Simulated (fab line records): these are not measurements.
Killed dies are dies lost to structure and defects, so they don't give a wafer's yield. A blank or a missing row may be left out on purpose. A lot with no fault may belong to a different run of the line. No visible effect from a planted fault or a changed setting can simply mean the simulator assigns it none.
Problem report in the 8D (eight disciplines) form, filled by code	flow sky130	the parts of the form that need people (team, actions taken, sign-off) are left out

## 1. WHAT WENT WRONG
Wafers with no fault read 1.004 a.u. with a standard deviation of 0.014, whereas oes_product_au at SKY_FIELD_ISO_ETCH_17 reads a mean of 0.901 a.u. on 1 wafer of 1 lot. Measured from the usual mean, that is -7.4 standard deviations.
The step: etches Si in HBr/Cl2/O2, target depth 342 nm, time 97.7 s.
Earliest sighting: wafer L661.4 on rie_si-01 at day 5 09:32. The record holds 15 wafers of 5 lots with a number at this step. The rule behind "out" and "out of limits": a value lying over 4 standard deviations away from the usual mean. All remaining wafers that have a number are taken as sound.

## 2. WHAT THIS IS AND IS NOT
question	is	is not
which readings at this step	oes_product_au, throttle_valve_pct	drypump_motor_current_A
which lots	L661	L652, L657, L668, L671
which wafers of those lots	L661.4	L661.1, L661.3
read on which tools	rie_si-01	rie_si-02
when	from day 5 09:32	up to then (8 sound wafers); but 6 sound wafers of L668, L671 came after

## 3. SUSPECTS, AND WHAT RULES EACH OUT
Counting: if a tool at a process step up to the reading ran every lot that is out, it stays a suspect. Sound lots after the first of them don't rule it out here, since some wafers of a struck lot are sound.
- rie_diel-03 at SKY_FIELD_ISO_ETCH_14 (etches BARC in N2/H2, stops on SiO2, time 45.9 s, target depth 60 nm): kept. It ran the lot that is out, L661 (day 5 09:20).
- rie_diel-03 at SKY_FIELD_ISO_ETCH_15 (etches the open film in CHF3/O2, stops on Si, target depth 180 nm, time 72 s): kept. It ran the lot that is out, L661 (day 5 09:23).
- plasma_asher-02 at SKY_FIELD_ISO_STRIP_16 (strips in O2/N2): kept. It processed L661, the lot that is out, at day 5 09:26, and its most recent sound lot before then was L657 at day 4 06:00.
- rie_si-01 at SKY_FIELD_ISO_ETCH_17 (etches Si in HBr/Cl2/O2, target depth 342 nm, time 97.7 s): kept. It processed L661, the lot that is out, at day 5 09:32, and its most recent sound lot before then was L657 at day 4 06:06. On those wafers its own readings are out: oes_product_au, throttle_valve_pct.
- Within plasma_asher-02 at SKY_FIELD_ISO_STRIP_16, the wafers that are out were processed in chamber 1 and their sound lot-mates in chamber 0.
- Within rie_si-01 at SKY_FIELD_ISO_ETCH_17: the wafers that are out ran in chamber 0; their sound lot-mates ran in chambers 1, 2.
Left after counting: rie_diel-03 at SKY_FIELD_ISO_ETCH_14, rie_diel-03 at SKY_FIELD_ISO_ETCH_15, plasma_asher-02 at SKY_FIELD_ISO_STRIP_16, rie_si-01 at SKY_FIELD_ISO_ETCH_17.

## 4. THE CAUSE (what the simulator had put in)
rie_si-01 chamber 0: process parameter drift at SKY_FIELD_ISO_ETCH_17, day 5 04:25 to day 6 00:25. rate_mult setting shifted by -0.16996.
Counting leaves 4 suspects; this tool is one of them.

## 5. THE CHAIN OF EFFECTS, in route order
Rows list readings where the struck wafers' mean (over those with a number) sits beyond 3 standard deviations from the usual. Scope: only readings with a usual standard deviation given in the record; hours: median across lots of the time from each lot's start at the first step in this table that gives one to its start at this step; sigmas: change in usual standard deviations.
hours	step	reading	usual	on struck wafers	change	sigmas
0	SKY_FIELD_ISO_ETCH_17	oes_product_au	1.004 a.u.	0.901	-0.103	-7.4
0	SKY_FIELD_ISO_ETCH_17	throttle_valve_pct	25.652 %	25.739	+0.087	+6.2
Here are the process steps it includes:
- SKY_FIELD_ISO_ETCH_17: etches Si in HBr/Cl2/O2, target depth 342 nm, time 97.7 s.
Later measuring or inspecting steps at which every struck wafer that the step has a row for has a number for every such reading, and none has moved that far: SKY_FIELD_ISO_THK_MEAS_23, SKY_FIELD_ISO_THK_MEAS_25.

## 6. HOW IT WOULD HAVE BEEN CAUGHT EARLIER
In this record the first reading out of limits was taken at day 5 09:32, 5 hours after the fault began at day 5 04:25.
